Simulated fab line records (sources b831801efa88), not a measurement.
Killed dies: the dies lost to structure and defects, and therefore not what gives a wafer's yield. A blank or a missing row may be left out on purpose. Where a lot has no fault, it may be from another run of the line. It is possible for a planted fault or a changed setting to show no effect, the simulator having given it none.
Which tool did it? | flow sky130 | 14 lots with 42 wafers sampled at 4 steps, on a route of 708 steps

== WHAT EACH GAUGE READ, for each wafer ==
SKY_SONOS_ONO_CD_MEAS_13: target cd 410 nm. Usual: cdNm at 409.6 nm, with a standard deviation of 2.3.
lot  | measured     | on       | cdNm (nm)         | flag
L153 | day 13 16:57 | cdSem-02 | 408.2 407.9 408.8 | 
L154 | day 13 21:24 | cdSem-02 | 405.8 407.8 405.0 | 
L156 | day 14 02:51 | cdSem-02 | 409.3 408.9 407.3 | 
L159 | day 15 10:38 | cdSem-01 | 409.6 408.9 410.4 | 
L161 | day 15 19:56 | cdSem-02 | 408.0 407.4 407.0 | 
L162 | day 16 00:57 | cdSem-01 | 409.4 410.5 412.4 | 
L168 | day 18 01:52 | cdSem-02 | 408.7 410.9 411.3 | 
L169 | day 18 06:35 | cdSem-02 | 409.1 407.6 412.0 | 
L170 | day 18 17:42 | cdSem-02 | 414.8 413.3 415.1 | 
L171 | day 19 01:05 | cdSem-01 | 408.0 407.5 406.6 | 
L172 | day 19 23:16 | cdSem-01 | 411.0 410.3 409.4 | 
L173 | day 20 19:12 | cdSem-02 | 410.0 409.6 410.2 | 
L174 | day 21 01:25 | cdSem-02 | 413.7 411.5 411.1 | 
L175 | day 21 02:55 | cdSem-02 | 411.1 410.0 411.7 | 

SKY_LDD_P_TW_MEAS_11. Usual: LDD_P_TW typically reads 633, with standard deviation 5.2.
lot  | measured     | on           | LDD_P_TW    | flag
L153 | day 20 13:25 | filmMetro-02 | 628 625 625 | 
L154 | day 20 14:01 | filmMetro-03 | 631 632 634 | 
L156 | day 20 21:40 | filmMetro-03 | 635 637 641 | 
L159 | day 22 06:08 | filmMetro-02 | 628 633 630 | 
L161 | day 22 14:05 | filmMetro-03 | 636 635 636 | 
L162 | day 22 19:48 | filmMetro-01 | 639 640 638 | 
L168 | day 24 20:10 | filmMetro-02 | 629 625 630 | 
L169 | day 25 03:09 | filmMetro-03 | 633 631 639 | 
L170 | day 25 13:34 | filmMetro-01 | 642 639 640 | 
L171 | day 25 22:54 | filmMetro-02 | 627 629 631 | 
L172 | day 26 14:43 | filmMetro-03 | 637 640 635 | 
L173 | day 27 11:24 | filmMetro-01 | 637 639 637 | 
L174 | day 27 15:58 | filmMetro-01 | 638 639 639 | 
L175 | day 27 18:01 | filmMetro-03 | 633 630 633 | 

SKY_LDD_LDN_OVL_MEAS_07. Usual: LDD_LDN_OVL typically reads 0.6 nm, with standard deviation 1.6.
lot  | measured     | on         | LDD_LDN_OVL (nm) | flag
L153 | day 24 09:03 | overlay-01 | 2.4 0.5 2.2      | 
L154 | day 24 09:08 | overlay-02 | -0.5 -1.7 0.3    | 
L156 | day 24 16:48 | overlay-01 | 0.9 0.8 1.8      | 
L159 | day 26 00:06 | overlay-02 | -0.2 -1.1 -0.3   | 
L161 | day 26 07:34 | overlay-02 | 1.7 2.7 1.1      | 
L162 | day 26 11:26 | overlay-01 | 3.0 2.0 2.5      | 
L168 | day 28 12:22 | overlay-02 | 1.7 2.1 -0.2     | 
L169 | day 28 18:57 | overlay-02 | -1.4 -0.3 -0.9   | 
L170 | day 29 03:06 | overlay-02 | 2.0 -1.3 2.4     | 
L171 | day 29 12:23 | overlay-02 | -0.5 0.7 -0.5    | 
L172 | day 30 03:08 | overlay-02 | 0.8 1.5 2.8      | 
L173 | day 30 23:41 | overlay-01 | 3.1 3.5 4.6      | 
L174 | day 31 02:52 | overlay-01 | -0.8 -0.4 -1.3   | 
L175 | day 31 03:04 | overlay-02 | 0.5 -0.4 -1.1    | 

== WHAT TOOL EACH LOT RAN ON (gives the tool, then ch and the chambers of the sampled wafers, and finally the start) ==
lot  | SKY_LDD_HVP_DEVELOP_06
L153 | lithoTrack-03 ch 0, day 23 02:15
L154 | lithoTrack-04 ch 0, day 23 02:26
L156 | lithoTrack-03 ch 0, day 23 10:33
L159 | lithoTrack-01 ch 0, day 24 17:59
L161 | lithoTrack-01, day 25 01:32
L162 | lithoTrack-04, day 25 06:29
L168 | lithoTrack-04 ch 0, day 27 07:19
L169 | lithoTrack-04 ch 0, day 27 13:38
L170 | lithoTrack-04 ch 0, day 27 23:11
L171 | lithoTrack-04 ch 0, day 28 08:26
L172 | lithoTrack-04 ch 0, day 28 23:25
L173 | lithoTrack-01 ch 0, day 29 20:11
L174 | lithoTrack-01 ch 0, day 29 23:31
L175 | lithoTrack-04 ch 0, day 30 00:55
- SKY_LDD_HVP_DEVELOP_06: develop time 60 s.

== WHAT THE TOOLS THEMSELVES READ (means of the sampled wafers that have a number; where no wafer has one, the mark that the record gives instead) ==
SKY_LDD_HVP_DEVELOP_06. Usual: chillPlateTempC 23.01 C, standard deviation 0.1; resistLineTempC 23.00 C, standard deviation 0.11.
lot  | tool          | chillPlateTempC (C) | resistLineTempC (C) | flag
L153 | lithoTrack-03 | 23.09               | 22.97               | 
L154 | lithoTrack-04 | 23.01               | 23.01               | 
L156 | lithoTrack-03 | 22.96               | 23.13               | 
L159 | lithoTrack-01 | 23.11               | 22.98               | 
L161 | lithoTrack-01 | -                   | -                   | OFF
L162 | lithoTrack-04 | -                   | -                   | OFF
L168 | lithoTrack-04 | 23.07               | 22.85               | 
L169 | lithoTrack-04 | 22.93               | 23.06               | 
L170 | lithoTrack-04 | 22.94               | 22.93               | 
L171 | lithoTrack-04 | 23.02               | 22.89               | 
L172 | lithoTrack-04 | 22.92               | 23.04               | 
L173 | lithoTrack-01 | 23.10               | 22.93               | 
L174 | lithoTrack-01 | 22.96               | 23.00               | 
L175 | lithoTrack-04 | 23.02               | 22.89               | 

== THE ANSWER, worked out from the rows above alone ==
Rule: lot off if the mean of its wafers having a number is beyond 3 standard deviations from the usual mean. Also off: a lot with no number at a reading for which 4 or more lots have one. The other lots that the step has rows for count as sound. Order of review: gauges by route order, followed by the tools' own readings, for which a lot's mean as printed above is used. The first step at which some lot is off is used, and at that step the reading that is off furthest; a lot without a number counts as furthest.
Off: L161, L162 (SKY_LDD_HVP_DEVELOP_06, chillPlateTempC). Without a number there: L161, L162.
A tool fits if, at that step or a process step before it, it ran every lot that is off, and no sound lot after the first of them. No candidate that was tried fits.

== WHAT THE SIMULATOR HAD INSERTED ==
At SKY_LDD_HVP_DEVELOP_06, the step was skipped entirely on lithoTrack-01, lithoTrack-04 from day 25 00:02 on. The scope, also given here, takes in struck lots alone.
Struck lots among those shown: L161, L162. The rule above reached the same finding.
